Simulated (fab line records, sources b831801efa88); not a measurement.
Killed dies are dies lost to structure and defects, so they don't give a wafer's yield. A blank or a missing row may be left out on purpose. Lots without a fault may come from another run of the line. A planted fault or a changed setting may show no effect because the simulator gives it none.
A struck lot beside a sound one | flow sky130 | 16 steps out of a route of 708
Sound: wafers L469.1, L469.3, L469.4. Struck: wafers L460.4, L460.5, L460.6. The cause comes at the end.
At each step with rows: each side's tool, then ch and its chambers, then its first start. Under that, the readings that differ: sound wafers | struck wafers | difference of the means | sigmas: that difference in standard deviations of wafers without a fault.
alike: readings whose means differ by less than 2 such deviations, and words and numbers that are the same on both sides. not compared: withheld readings, readings that some wafer has no value for, bounds like >300 that may hide the same value, and numbers for which the record gives no deviation and whose values overlap.
The two part at a step that has a row with sigmas, a row that says differs or no value, or rows on one side only. Numbers that don't overlap but have no deviation are shown without sigmas and don't part them. A reading that every wafer of one side lacks parts them only if that side has two wafers or more.

first, 3 steps without rows for these wafers: SKY_SONOS_TUNNEL_EXPOSE_04 (exposes mask TUNM, target cd 410 nm); SKY_SONOS_TUNNEL_PEB_05; SKY_SONOS_TUNNEL_DEVELOP_06 (develop time 60 s).
SKY_SONOS_TUNNEL_CD_MEAS_07: target cd 410 nm.
  sound on cd_sem-02, day 16 21:32; struck on cd_sem-01, day 13 22:40
  alike: cd_nm
SKY_SONOS_TUNNEL_OVL_MEAS_08:
  sound on overlay-02, day 16 21:40; struck on overlay-02, day 13 22:44
  alike: SONOS_TUNNEL_OVL
then, 3 steps without rows for these wafers: SKY_SONOS_TUNNEL_IMPLANT_09; SKY_SONOS_TUNNEL_WET_ETCH_10 (etches SiO2 in dHF, target depth 14 nm, time 280 s); SKY_SONOS_TUNNEL_STRIP_11 (strips in SPM, time 600 s).
SKY_SONOS_TUNNEL_TW_MEAS_12:
  sound on film_metro-01, day 16 22:07; struck on film_metro-01, day 13 23:12
  alike: SONOS_TUNNEL_TW
then, 2 steps without rows for these wafers: SKY_SONOS_TUNNEL_CLEAN_13 (cleans in dHF, time 20 s); SKY_SONOS_ONO_OXIDATION_00 (stabilise 600 s, purge 300 s, target thk 2.6 nm).
SKY_SONOS_ONO_THK_MEAS_01:
  sound on film_metro-01, day 17 00:45; struck on film_metro-03, day 14 01:38
  alike: SONOS_ONO_OXIDATION_THK
SKY_SONOS_ONO_CVD_02: deposits Si3N4 from DCS/NH3, target thk 10.5 nm, time 180 s.
  sound on lpcvd-02 ch 0, day 17 02:37; struck on lpcvd-02 ch 1, day 14 02:40
  reading                                     | sound             | struck            | difference | sigmas
  spike_tc_centre_C (C)                       | 771.5 770.6 771.7 | 788.1 784.9 786.3 | +15.2      | +14
  zone_power_centre_pct (%)                   | 16.1 16.0 16.4    | 19.9 20.4 19.5    | +3.8       | +7
  zone_power_lower_pct (%)                    | 10.70 10.71 10.80 | 9.23 9.03 9.34    | -1.54      | -7
  zone_power_upper_pct (%)                    | 12.03 12.03 12.10 | 10.20 10.23 10.20 | -1.84      | -15
  model.Si3N4_of_SONOS_ONO_CVD_02.thk_nm (nm) | 10.63 10.65 10.53 | 11.1 10.78 10.8   | +0.3       |
SKY_SONOS_ONO_THK_MEAS_03:
  sound on film_metro-02, day 17 03:40; struck on film_metro-01, day 14 03:44
  reading                   | sound             | struck            | difference | sigmas
  SONOS_ONO_CVD_02_THK (nm) | 10.62 10.68 10.51 | 11.11 10.73 10.80 | +0.28      | +2
then, 1 step without rows for these wafers: SKY_SONOS_ONO_CVD_04 (deposits SiO2 from SiH4/N2O, target thk 5.7199 nm).
-- the record jumps here: 34 days lie between the struck wafers' starts before and after (it left off in module SONOS_ONO and takes up again in module PAD_OPEN, whose first step shown is number 708 of the route) --
SKY_PAD_OPEN_PROBE_99:
  sound on prober-01, day 49 18:35; struck on prober-02, day 47 19:03
  reading                               | sound                   | struck                  | difference | sigmas
  model.etest.cap_ono.gate_log10_a_cm2  | -8.045 -7.932 -7.94     | -8.549 -8.375 -8.391    | -0.466     |
  model.etest.cap_ono.tox_acc_nm (nm)   | 12.93 12.94 12.94       | 13.24 13.21 13.19       | +0.28      |
  model.etest.sonos_programmed.vt_v (V) | 1.441 1.48 1.492        | 1.187 1.315 1.305       | -0.202     |
  model.etest.sonos_erased.vt_v (V)     | -2.217 -2.239 -2.256    | -2.049 -2.116 -2.125    | +0.141     |
  model.etest.sonos_baked.vt_v (V)      | 0.9648 1.011 0.9877     | 0.8597 0.8736 0.9361    | -0.0980    |
  model.etest.sonos_baked.vt_less_v (V) | -0.4766 -0.4691 -0.5039 | -0.3274 -0.4411 -0.3689 | +0.1041    |
  alike: killed_at_M0_to_M3, killed_at_M4_up, killed_at_contacts, killed_at_front_end, killed_at_other, killed_dies, killed_open, killed_short

WHERE THEY PART
First at SKY_SONOS_ONO_CVD_02; last, within this record, at SKY_SONOS_ONO_THK_MEAS_03. Later steps at which nothing parts them and some readings are alike: SKY_PAD_OPEN_PROBE_99.

WHY: what the simulator had put in
Process parameter drift: lpcvd-02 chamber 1, from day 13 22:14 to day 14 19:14, at SKY_SONOS_ONO_CVD_02. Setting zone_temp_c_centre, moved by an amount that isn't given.
